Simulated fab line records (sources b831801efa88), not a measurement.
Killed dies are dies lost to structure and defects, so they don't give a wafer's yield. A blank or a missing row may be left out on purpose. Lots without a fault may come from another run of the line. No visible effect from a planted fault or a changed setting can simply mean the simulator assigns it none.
Comparing a struck lot with a sound one	flow sky130	21 steps out of a route of 708
Sound: the wafers L682.3, L682.4, L682.6. Wafers L700.1, L700.2, L700.5 were the ones struck. The cause comes at the end.
Order at every step that has rows: each side's tool, ch and its chambers, its first start. Under that, the readings that differ: sound wafers	struck wafers	difference of the means	sigmas: that difference in standard deviations of wafers without a fault.
alike: a reading whose means differ by less than 2 such deviations, as well as words and numbers matching on both sides. not compared: withheld readings; readings where some wafer has no value; bounds like >300 that might hide an equal value; numbers whose values overlap and for which the record gives no deviation.
The two part at a step that has a row with sigmas, a row that says differs or no value, or rows on one side only. Numbers that don't overlap but have no deviation are shown without sigmas and don't part them. A reading missing from all wafers of one side parts the sides only when that side holds two or more wafers.

first, 1 step without rows for these wafers: SKY_METAL1_SPUTTER_00 (material Ti, target thk 15 nm, time 10 s).
SKY_METAL1_SPUTTER_01: material TiN, target thk 20 nm, time 16.7 s.
  sound: pvd sputter-04 at day 32 05:01; struck: pvd sputter-04 at day 37 02:59
  alike: throttle valve pct
SKY_METAL1_SPUTTER_02: material AlCu, target thk 250 nm, time 13.3 s.
  sound: pvd sputter-04 at day 32 05:02; struck: pvd sputter-04 at day 37 03:01
  alike: throttle valve pct
SKY_METAL1_SPUTTER_03: material Ti, target thk 5 nm, time 3.3 s.
  sound: pvd sputter-04 at day 32 05:04; struck: pvd sputter-04 at day 37 03:02
  alike: throttle valve pct
SKY_METAL1_SPUTTER_04: material TiN, target thk 70 nm, time 58.3 s.
  sound: pvd sputter-04 at day 32 05:05; struck: pvd sputter-04 at day 37 03:03
  alike: throttle valve pct
SKY_METAL1_RS_MEAS_05: the measuring method here is four-point-probe.
  sound: film metro-03 at day 32 05:10; struck: film metro-02 at day 37 03:06
  alike: METAL1_ALCU_RS
SKY_METAL1_THK_MEAS_06: measures by xrf.
  sound: film metro-03 at day 32 05:16; struck: film metro-02 at day 37 03:13
  alike: METAL1_ALCU_THK
then, 5 steps without rows for these wafers: SKY_METAL1_DEHYDRATE_07 (time 60 s); SKY_METAL1_HMDS_08 (prime time 60 s); SKY_METAL1_COAT_09 (resist thk 60 nm); SKY_METAL1_COAT_10 (resist thk 450 nm); SKY_METAL1_SOFTBAKE_11 (time 90 s).
SKY_METAL1_EXPOSE_12: exposes mask MM1, target cd 140 nm.
  sound on krf scanner-02 ch 0, day 32 17:28; struck on krf scanner-01 ch 0, day 37 16:35
  alike: mask
then, 2 steps without rows for these wafers: SKY_METAL1_PEB_13; SKY_METAL1_DEVELOP_14 (develop time 60 s).
SKY_METAL1_CD_MEAS_15 targets a cd of 140 nm.
  sound: cd sem-01 at day 33 07:46; struck: cd sem-02 at day 38 05:39
reading	sound	struck	difference	sigmas
cd nm (nm)	138.9 137.9 138.2	83.7 50.4 79.0	-67.3	-42
  not compared: hold
SKY_METAL1_OVL_MEAS_16:
  sound: overlay-01 at day 33 07:51; struck: overlay-02 at day 38 07:11
reading	sound	struck	difference	sigmas
hold	- - -	await dispo/1.4h/release await dispo/1.4h/release await dispo/1.4h/release	no value on the sound wafers	
  alike: METAL1_OVL
SKY_METAL1_DESCUM_17: chemistry O2, time 8 s.
  sound on rie metal-04 ch 0, day 33 07:53; struck on rie metal-03 ch 0,1, day 38 07:13
reading	sound	struck	difference	sigmas
oes product au (a.u.)	0.981 0.984 0.979	1.010 1.000 1.010	+0.025	+2
model.METAL1.cd nm (nm)	138.6 137.3 137.3	83.8 50.26 78.72	-66.8	
  alike: drypump motor current A
  not compared: rf hours counter h
then, 1 step without rows for these wafers: SKY_METAL1_ETCH_18 (etches BARC in N2/H2, stops on SiO2, time 45.9 s, target depth 60 nm).
SKY_METAL1_METAL_ETCH_19: etches the open film in Cl2/BCl3, stops on SiO2, target depth 360 nm, time 78 s.
  sound on rie metal-04 ch 0, day 33 08:07; struck on rie metal-03 ch 0,1, day 38 07:19
reading	sound	struck	difference	sigmas
model.METAL1.cd nm (nm)	135.7 134.6 133.1	81.93 48.07 76.05	-65.78	
  alike: bcl3 flow sccm, drypump motor current A, oes product au, throttle valve pct
  not compared: rf hours counter h
SKY_METAL1_STRIP_20: strips in O2/N2.
  sound on plasma asher-02 ch 0,1, day 33 08:17; struck on plasma asher-03 ch 0,1, day 38 07:34
reading	sound	struck	difference	sigmas
strip time to endpoint s (s)	2.76 2.77 2.76	2.61 2.74 2.58	-0.12	-2
  alike: drypump motor current A, oes product au
  not compared: rf hours counter h

## WHERE THEY PART
At SKY_METAL1_CD_MEAS_15 first; at SKY_METAL1_STRIP_20 last (within this record only).

WHY: what had been put in by the simulator
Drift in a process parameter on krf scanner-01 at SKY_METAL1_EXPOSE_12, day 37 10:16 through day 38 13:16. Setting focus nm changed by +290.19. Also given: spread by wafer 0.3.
